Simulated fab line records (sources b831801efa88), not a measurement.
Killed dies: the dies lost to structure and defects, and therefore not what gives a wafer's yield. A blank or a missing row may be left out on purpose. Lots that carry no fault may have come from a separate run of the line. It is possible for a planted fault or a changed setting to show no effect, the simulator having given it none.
Which tool did it?	flow gf180mcu	12 lots with 36 wafers sampled at 6 steps, on a route of 602 steps

WHAT THE GAUGES SHOWED, per wafer
GF_SALICIDE_RS_MEAS_04: uses a four-point probe to measure. Usual: SALICIDE_TIN_RS gives 16.3 ohm/sq (standard deviation 0.35).
lot	measured	on	SALICIDE_TIN_RS (ohm/sq)	flag
L428	day 15 01:46	film-metro-02	16.4 16.6 17.1	
L429	day 15 11:55	film-metro-03	16.2 16.2 15.7	
L432	day 16 09:22	film-metro-02	15.8 16.3 16.6	
L433	day 16 16:43	film-metro-02	16.0 15.9 16.4	
L435	day 17 10:12	film-metro-03	12.7 16.1 16.1	OFF
L436	day 17 20:08	film-metro-02	16.6 12.6 16.1	OFF
L444	day 20 14:39	film-metro-01	16.2 16.2 15.9	
L446	day 21 12:17	film-metro-02	16.5 16.4 15.9	
L445	day 21 12:35	film-metro-01	16.1 16.3 16.4	
L447	day 21 20:17	film-metro-02	16.4 16.7 16.5	
L449	day 22 20:27	film-metro-01	16.3 16.9 16.8	
L450	day 23 08:28	film-metro-03	16.1 16.5 17.2	

GF_SALICIDE_THK_MEAS_05: measures by xrf. Usual: SALICIDE_TIN_THK gives 20.3 nm (standard deviation 0.32).
lot	measured	on	SALICIDE_TIN_THK (nm)	flag
L428	day 15 01:53	film-metro-02	20.8 20.4 20.0	
L429	day 15 12:02	film-metro-03	20.0 20.3 20.6	
L432	day 16 09:29	film-metro-02	20.8 20.6 20.0	
L433	day 16 16:50	film-metro-02	20.9 20.6 20.5	
L435	day 17 10:19	film-metro-03	36.4 20.2 19.8	OFF
L436	day 17 20:14	film-metro-02	20.4 37.0 20.5	OFF
L444	day 20 14:46	film-metro-01	20.5 20.2 20.4	
L446	day 21 12:25	film-metro-02	20.4 20.4 20.8	
L445	day 21 12:42	film-metro-01	20.5 20.8 20.5	
L447	day 21 20:24	film-metro-02	20.1 20.1 20.2	
L449	day 22 20:34	film-metro-01	20.5 20.2 20.1	
L450	day 23 08:34	film-metro-03	20.3 20.1 19.9	

GF_M5_CD_MEAS_07 targets a cd of 280 nm. Usual: 280.2 nm for cd-nm, sd 1.1.
lot	measured	on	cd-nm (nm)	flag
L428	day 26 01:16	cd-sem-01	281.6 281.0 281.1	
L429	day 26 13:38	cd-sem-02	278.5 277.8 278.8	
L432	day 27 08:07	cd-sem-02	281.9 282.1 279.8	
L433	day 27 16:14	cd-sem-01	278.5 278.6 280.5	
L435	day 28 09:25	cd-sem-01	278.0 281.1 279.6	
L436	day 28 18:16	cd-sem-02	279.8 280.1 279.2	
L444	day 30 20:05	cd-sem-02	279.2 279.3 278.8	
L446	day 31 14:12	cd-sem-02	278.9 278.8 279.2	
L445	day 31 13:51	cd-sem-01	280.3 279.6 280.8	
L447	day 31 18:27	cd-sem-01	279.2 279.2 278.4	
L449	day 32 11:07	cd-sem-01	279.0 279.4 280.1	
L450	day 33 00:07	cd-sem-02	280.2 280.1 280.1	

GF_V5_RS_MEAS_24: uses a four-point probe to measure. Usual: V5_W_RS gives 0.328 ohm/sq (standard deviation 0.0034).
lot	measured	on	V5_W_RS (ohm/sq)	flag
L428	day 27 00:48	film-metro-01	0.330 0.333 0.331	
L429	day 27 12:41	film-metro-01	0.326 0.330 0.329	
L432	day 28 06:51	film-metro-01	0.327 0.324 0.328	
L433	day 28 14:22	film-metro-01	0.333 0.333 0.330	
L435	day 29 07:44	film-metro-01	0.326 0.330 0.328	
L436	day 29 15:35	film-metro-03	0.325 0.322 0.325	
L444	day 31 16:38	film-metro-01	0.332 0.331 0.327	
L446	day 32 10:05	film-metro-01	0.332 0.333 0.332	
L445	day 32 09:41	film-metro-03	0.328 0.330 0.327	
L447	day 32 14:02	film-metro-03	0.324 0.331 0.327	
L449	day 33 06:01	film-metro-01	0.326 0.325 0.324	
L450	day 33 17:49	film-metro-01	0.332 0.329 0.328	

WHICH TOOL RAN EACH LOT (tool, then ch and the chambers of the sampled wafers, then the start)
lot	GF_SALICIDE_SPUTTER_03	GF_V2_ETCH_16
L428	pvd-sputter-01, day 15 01:44	rie-diel-04 ch 0,2,3, day 20 02:53
L429	pvd-sputter-03, day 15 11:53	rie-diel-03 ch 0,1,2, day 20 15:06
L432	pvd-sputter-03, day 16 09:20	rie-diel-03 ch 1,2, day 21 13:53
L433	pvd-sputter-01, day 16 16:41	rie-diel-04 ch 0,1, day 21 22:20
L435	pvd-sputter-01, day 17 10:10	rie-diel-01 ch 1,2, day 22 16:32
L436	pvd-sputter-01, day 17 20:05	rie-diel-03 ch 0,1, day 23 00:53
L444	pvd-sputter-02, day 20 14:37	rie-diel-01 ch 1,2,3, day 25 13:51
L446	pvd-sputter-02, day 21 12:16	rie-diel-04 ch 0,1,3, day 26 09:47
L445	pvd-sputter-01, day 21 12:33	rie-diel-01 ch 1,2,3, day 26 10:08
L447	pvd-sputter-03, day 21 20:15	rie-diel-04 ch 1,2,3, day 26 15:14
L449	pvd-sputter-01, day 22 20:25	rie-diel-04 ch 0,3, day 27 13:26
L450	pvd-sputter-01, day 23 08:23	rie-diel-03 ch 1,2,3, day 28 02:38
- GF_SALICIDE_SPUTTER_03: material TiN, target thk 20 nm, time 16.7 s.
- GF_V2_ETCH_16: etches BARC in N2/H2.

WHAT THE TOOLS THEMSELVES READ (means of the sampled wafers that have a number; where no wafer has one, the mark that the record gives instead)
GF_SALICIDE_SPUTTER_03. Usual: 29.9 % for throttle-valve-pct, sd 1.1.
lot	tool	throttle-valve-pct (%)	flag
L428	pvd-sputter-01	29.7	
L429	pvd-sputter-03	29.9	
L432	pvd-sputter-03	29.5	
L433	pvd-sputter-01	29.7	
L435	pvd-sputter-01	29.9	
L436	pvd-sputter-01	29.4	
L444	pvd-sputter-02	30.2	
L446	pvd-sputter-02	30.1	
L445	pvd-sputter-01	30.2	
L447	pvd-sputter-03	29.4	
L449	pvd-sputter-01	28.9	
L450	pvd-sputter-01	29.7	

GF_V2_ETCH_16. Usual: drypump-motor-current-A 5.5 A, standard deviation 0.59; n2-flow-sccm 100.0 sccm, standard deviation 0.32; oes-product-au 0.854 a.u., standard deviation 0.0044; throttle-valve-pct 13.225 %, standard deviation 0.0094.
lot	tool	drypump-motor-current-A (A)	n2-flow-sccm (sccm)	oes-product-au (a.u.)	throttle-valve-pct (%)	flag
L428	rie-diel-04	5.2	99.8	0.858	13.227	
L429	rie-diel-03	5.8	99.8	0.859	13.234	
L432	rie-diel-03	6.1	100.1	0.855	13.232	
L433	rie-diel-04	5.8	100.0	0.850	13.226	
L435	rie-diel-01	5.3	100.0	0.855	13.226	
L436	rie-diel-03	6.0	99.8	0.857	13.217	
L444	rie-diel-01	5.5	100.0	0.854	13.221	
L446	rie-diel-04	5.4	100.0	0.852	13.223	
L445	rie-diel-01	5.5	100.3	0.855	13.215	
L447	rie-diel-04	4.9	99.7	0.856	13.228	
L449	rie-diel-04	5.2	99.8	0.855	13.226	
L450	rie-diel-03	6.1	100.0	0.854	13.221	

THE ANSWER, worked out from the rows above alone
Rule: take the mean of a lot's wafers that have a number; if it is more than 3 standard deviations from the usual mean, the lot is off. Also off: a lot with no number at a reading for which 4 or more lots have one. Where the step has rows for the other lots, those lots are counted as sound. The gauges are gone through in route order, then the tools' own readings, and for those a lot's mean is taken as printed above. The first step at which some lot is off is used, and at that step the reading that is off furthest; a lot without a number counts as furthest.
Off: L435, L436, seen at GF_SALICIDE_RS_MEAS_04 (SALICIDE_TIN_RS).
A tool fits if, at a process step before that reading, it ran every lot that is off, and no sound lot after the first of them. The gauges at GF_SALICIDE_RS_MEAS_04 are tried like those tools. No candidate that was tried fits.

WHAT THE SIMULATOR HAD PUT IN
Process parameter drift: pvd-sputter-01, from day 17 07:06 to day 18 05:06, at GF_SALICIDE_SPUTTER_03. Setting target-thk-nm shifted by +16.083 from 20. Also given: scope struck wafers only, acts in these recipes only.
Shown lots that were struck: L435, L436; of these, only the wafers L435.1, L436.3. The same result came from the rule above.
